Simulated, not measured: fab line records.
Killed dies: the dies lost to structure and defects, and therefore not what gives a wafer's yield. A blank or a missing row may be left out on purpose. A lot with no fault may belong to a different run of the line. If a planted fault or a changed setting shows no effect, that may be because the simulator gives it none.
Which tool did it? -- flow sky130 -- 12 lots with 36 wafers sampled at 5 steps, on a route of 708 steps

## WHAT THE GAUGES SHOWED, per wafer
SKY_SONOS_ONO_OVL_MEAS_14. Usual: SONOS_ONO_OVL 0.2 nm, standard deviation 1.4.
lot,measured,on,SONOS_ONO_OVL (nm),flag
L231,day 12 13:53,overlay-01,-0.9 -0.1 -0.8,
L232,day 13 00:42,overlay-02,0.6 1.6 -0.7,
L233,day 13 07:39,overlay-01,-1.8 0.2 -1.8,
L234,day 13 16:14,overlay-02,2.0 0.2 3.2,
L235,day 14 02:36,overlay-01,0.7 2.5 1.3,
L236,day 14 09:01,overlay-02,3.1 -0.4 -0.4,
L237,day 14 14:07,overlay-02,0.4 1.2 -0.3,
L238,day 14 17:15,overlay-01,1.7 0.5 1.4,
L242,day 16 10:43,overlay-02,2.5 0.8 1.7,
L243,day 16 20:37,overlay-01,0.5 -1.1 -1.8,
L245,day 18 19:09,overlay-02,-0.3 -0.1 -0.7,
L244,day 18 19:14,overlay-01,-1.1 1.1 1.9,

SKY_GATE_OXIDE_TW_MEAS_14. Usual: GATE_OXIDE_TW 223.0, standard deviation 2.5.
lot,measured,on,GATE_OXIDE_TW,flag
L231,day 13 17:07,film_metro-04,227.0 226.4 226.5,
L232,day 14 04:11,film_metro-01,220.3 219.3 221.0,
L233,day 14 11:31,film_metro-03,221.3 221.3 222.8,
L234,day 14 20:20,film_metro-01,221.2 220.5 218.9,
L235,day 15 07:17,film_metro-04,227.3 228.2 227.3,
L236,day 15 14:13,film_metro-04,227.1 226.9 228.1,
L237,day 15 19:05,film_metro-01,222.2 220.8 221.6,
L238,day 15 22:30,film_metro-04,225.9 226.1 226.1,
L242,day 17 20:25,film_metro-01,218.7 219.5 220.4,
L243,day 18 06:05,film_metro-03,222.6 223.1 222.6,
L245,day 20 04:29,film_metro-04,224.5 225.2 224.8,
L244,day 20 04:46,film_metro-04,224.6 224.5 223.6,

SKY_LDD_P_OVL_MEAS_08. Usual: LDD_P_OVL -0.6 nm, standard deviation 1.9.
lot,measured,on,LDD_P_OVL (nm),flag
L231,day 18 18:40,overlay-01,-0.9 -0.1 0.0,
L232,day 19 11:44,overlay-02,-4.3 -3.4 -2.9,
L233,day 19 16:37,overlay-01,-1.6 -1.9 -1.5,
L234,day 20 01:35,overlay-02,-1.9 -2.5 -3.0,
L235,day 20 16:19,overlay-02,3.1 2.4 3.7,
L236,day 20 21:27,overlay-02,0.1 1.6 1.3,
L237,day 21 04:31,overlay-01,-1.0 -0.4 -1.5,
L238,day 21 07:04,overlay-02,-0.1 0.2 0.7,
L242,day 23 09:01,overlay-01,0.8 1.0 1.4,
L243,day 23 17:09,overlay-01,0.1 0.6 1.7,
L245,day 25 12:40,overlay-01,-2.6 0.4 -2.2,
L244,day 25 14:28,overlay-02,1.0 1.1 0.0,

## WHICH TOOL RAN EACH LOT (tool, then ch and the chambers of the sampled wafers, then the start)
lot,SKY_LDD_N_IMPLANT_10,SKY_LDD_N_STRIP_16
L231,"implanter-04 ch 0, day 17 11:54","plasma_asher-02 ch 0,1, day 17 12:46"
L232,"implanter-03 ch 0, day 18 04:51","plasma_asher-04 ch 0,1, day 18 05:43"
L233,"implanter-03 ch 0, day 18 08:52","plasma_asher-02 ch 0,1, day 18 09:46"
L234,"implanter-04 ch 0, day 18 17:50","plasma_asher-01 ch 0,1, day 18 18:43"
L235,"implanter-03 ch 0, day 19 07:56","plasma_asher-01 ch 0,1, day 19 08:49"
L236,"implanter-01 ch 0, day 19 14:13","plasma_asher-01 ch 0,1, day 19 15:07"
L237,"implanter-04 ch 0, day 19 20:48","plasma_asher-01 ch 0,1, day 19 21:40"
L238,"implanter-01 ch 0, day 19 23:40","plasma_asher-04 ch 0,1, day 20 00:32"
L242,"implanter-01 ch 0, day 22 00:58","plasma_asher-04 ch 0,1, day 22 01:52"
L243,"implanter-01 ch 0, day 22 10:19","plasma_asher-01 ch 0,1, day 22 11:13"
L245,"implanter-04 ch 0, day 24 05:34","plasma_asher-01 ch 0,1, day 24 06:28"
L244,"implanter-03 ch 0, day 24 08:11","plasma_asher-04 ch 0,1, day 24 09:04"
- SKY_LDD_N_IMPLANT_10
- SKY_LDD_N_STRIP_16: strips in O2/N2.

## AS READ BY THE TOOLS THEMSELVES (means over the sampled wafers that have a number; for cases with no such wafer, the mark the record gives instead)
SKY_LDD_N_IMPLANT_10. Usual: faraday_current_uA at 423, with a standard deviation of 8.7.
lot,tool,faraday_current_uA,flag
L231,implanter-04,430,
L232,implanter-03,418,
L233,implanter-03,426,
L234,implanter-04,427,
L235,implanter-03,423,
L236,implanter-01,422,
L237,implanter-04,421,
L238,implanter-01,414,
L242,implanter-01,420,
L243,implanter-01,419,
L245,implanter-04,427,
L244,implanter-03,422,

SKY_LDD_N_STRIP_16. Usual: drypump_motor_current_A 5.8 A, standard deviation 0.49; oes_product_au 0.406 a.u., standard deviation 0.0046; strip_time_to_endpoint_s 4.311 s, standard deviation 0.013.
lot,tool,drypump_motor_current_A (A),oes_product_au (a.u.),strip_time_to_endpoint_s (s),flag
L231,plasma_asher-02,5.4,0.404,4.309,
L232,plasma_asher-04,6.2,0.412,4.327,
L233,plasma_asher-02,5.8,0.408,4.320,
L234,plasma_asher-01,5.8,0.407,4.332,
L235,plasma_asher-01,5.6,0.410,4.308,
L236,plasma_asher-01,5.6,0.405,4.294,
L237,plasma_asher-01,5.6,0.406,4.303,
L238,plasma_asher-04,6.3,0.405,4.314,
L242,plasma_asher-04,6.2,0.402,4.222,OFF
L243,plasma_asher-01,5.6,0.409,4.231,OFF
L245,plasma_asher-01,5.6,0.410,4.230,OFF
L244,plasma_asher-04,6.3,0.404,4.224,OFF

## THE ANSWER, worked out from the rows above alone
Rule: a lot counts as off when the mean over its wafers that have a number is more than 3 standard deviations away from the usual mean. A lot without any number at a reading at which 4 lots or more have one is off too. All remaining lots with rows at the step are treated as sound. Order of review: gauges by route order, followed by the tools' own readings, for which a lot's mean as printed above is used. The first step at which some lot is off is used, and at that step the reading that is off furthest; a lot without a number counts as furthest.
Off at SKY_LDD_N_STRIP_16 (strip_time_to_endpoint_s): L242, L243, L245, L244.
A tool fits if, at that step or a process step before it, it ran every lot that is off, and no sound lot after the first of them. Of those tried, none fits.

## WHAT THE SIMULATOR PUT IN
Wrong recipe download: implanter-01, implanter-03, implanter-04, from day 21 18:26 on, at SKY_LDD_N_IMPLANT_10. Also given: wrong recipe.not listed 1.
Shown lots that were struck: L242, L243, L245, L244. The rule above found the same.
